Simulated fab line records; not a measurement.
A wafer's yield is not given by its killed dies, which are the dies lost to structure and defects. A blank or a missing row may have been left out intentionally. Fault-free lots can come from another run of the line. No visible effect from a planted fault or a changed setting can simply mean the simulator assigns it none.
Comparing a struck lot with a sound one :: flow sky130 :: 16 steps out of a route of 708
Sound: these wafers, L159.1, L159.2, L159.5. Struck: wafers L162.4, L162.5, L162.6. Last of all comes the cause.
For every step that has rows: the tool of each side, followed by ch and its chambers, followed by its first start. Under that, the readings that differ: sound wafers :: struck wafers :: difference of the means :: sigmas: that difference in standard deviations of wafers without a fault.
alike: readings with means less than 2 such deviations apart, plus words and numbers identical on both sides. not compared: withheld readings, readings lacking a value on some wafer, bounds such as >300 that could conceal the same value, and numbers that have no deviation in the record and whose values overlap.
Wherever a step has rows on one side only, a row that says differs or no value, or a row with sigmas, the two part there. Non-overlapping numbers with no deviation appear without sigmas and do not part them. Lack of a reading on every wafer of one side parts them only where that side has two or more wafers.

SKY_LDD_P_OVL_MEAS_08:
  sound on overlay-01, day 19 19:55; struck on overlay-02, day 20 03:16
  alike: LDD_P_OVL
after that, 1 step had no rows for these wafers: SKY_LDD_P_IMPLANT_09.
SKY_LDD_P_STRIP_10: strips in O2/N2.
  sound on plasma asher-02 ch 0,1, day 19 20:06; struck on plasma asher-02 ch 0,1, day 20 03:28
  alike: drypump motor current A, oes product au, strip time to endpoint s
  not compared: rf hours counter h
SKY_LDD_P_TW_MEAS_11:
  sound on film metro-02, day 19 20:13; struck on film metro-02, day 20 03:34
  alike: LDD_P_TW
then, 7 steps without rows for these wafers: SKY_LDD_HVN_DEHYDRATE_00 (time 60 s); SKY_LDD_HVN_HMDS_01 (prime time 60 s); SKY_LDD_HVN_COAT_02 (resist thk 300 nm); SKY_LDD_HVN_SOFTBAKE_03 (time 60 s); SKY_LDD_HVN_EXPOSE_04 (exposes mask HVNTM, target cd 700 nm); SKY_LDD_HVN_PEB_05; SKY_LDD_HVN_DEVELOP_06 (develop time 60 s).
SKY_LDD_HVN_OVL_MEAS_07:
  sound on overlay-01, day 21 03:11; struck on overlay-01, day 21 10:27
  alike: LDD_HVN_OVL
SKY_LDD_HVN_IMPLANT_08:
  sound on implanter-04 ch 0, day 21 03:13; struck on implanter-04 ch 0, day 21 10:33
reading: beam energy keV
sound: 59.975 59.997 59.973
struck: 86.051 86.030 86.017
difference: +26.051
sigmas: +99 or more

reading: model.implant.rp nm (nm)
sound: 57.16 57.16 57.16
struck: 78.2 78.2 78.2
difference: +21.0
sigmas: 

reading: model.implant.drp nm (nm)
sound: 28.15 28.15 28.15
struck: 38.34 38.34 38.34
difference: +10.19
sigmas: 
SKY_LDD_HVN_STRIP_09: strips in O2/N2.
  sound on plasma asher-03 ch 0,1, day 21 03:22; struck on plasma asher-04 ch 0,1, day 21 10:39
  alike: drypump motor current A, oes product au, strip time to endpoint s
  not compared: rf hours counter h
SKY_LDD_HVN_TW_MEAS_10:
  sound on film metro-03, day 21 03:28; struck on film metro-03, day 21 10:59
reading: LDD_HVN_TW
sound: 1441 1439 1444
struck: 1581 1589 1588
difference: +145
sigmas: +20
  not compared: hold
-- here the record skips 25 days between the struck wafers' starts before and after, leaving off in module LDD_HVN and picking up in module PAD_OPEN (first step shown: number 708 of the route) --
SKY_PAD_OPEN_PROBE_99:
  sound on prober-02, day 46 08:50; struck on prober-01, day 46 14:49
reading: killed_at_M0_to_M3
sound: 42 45 51
struck: 26 24 41
difference: -16
sigmas: -2

reading: model.etest.tip_n_5v.rs ohm sq
sound: 1361 1365 1379
struck: 1233 1219 1219
difference: -145
sigmas: 

reading: model.etest.nfet g5v0d10v5.r on ohm um
sound: 1858 1898 1874
struck: 1808 1806 1811
difference: -68
sigmas: 

reading: model.etest.nfet g5v0d10v5.drive ua um
sound: 610.9 600.7 596.5
struck: 637 639.8 630.4
difference: +33
sigmas: 

reading: model.etest.nfet_05v0_nvt.drive ua um
sound: 583.5 572.6 575.9
struck: 584.8 598.4 592.6
difference: +14.6
sigmas: 

reading: model.etest.nfet g5v0d10v5.vt sat v (V)
sound: 0.753 0.7589 0.7713
struck: 0.7008 0.6893 0.7015
difference: -0.0639
sigmas: 

reading: model.etest.nfet g5v0d10v5.vt v (V)
sound: 0.8177 0.8198 0.8328
struck: 0.7818 0.7719 0.7865
difference: -0.0434
sigmas: 
  alike: killed_at_M4_up, killed at contacts, killed at front end, killed at other, killed dies, killed open, killed short
  not compared: model.etest.ring_5v.delay ps, model.etest.nfet_05v0_nvt.off log10 a um

== WHERE THEY PART ==
At SKY_LDD_HVN_IMPLANT_08 first; at SKY_PAD_OPEN_PROBE_99 last (within this record only).

WHY: whatever the simulator had introduced
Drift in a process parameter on implanter-04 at SKY_LDD_HVN_IMPLANT_08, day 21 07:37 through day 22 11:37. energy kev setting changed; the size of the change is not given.
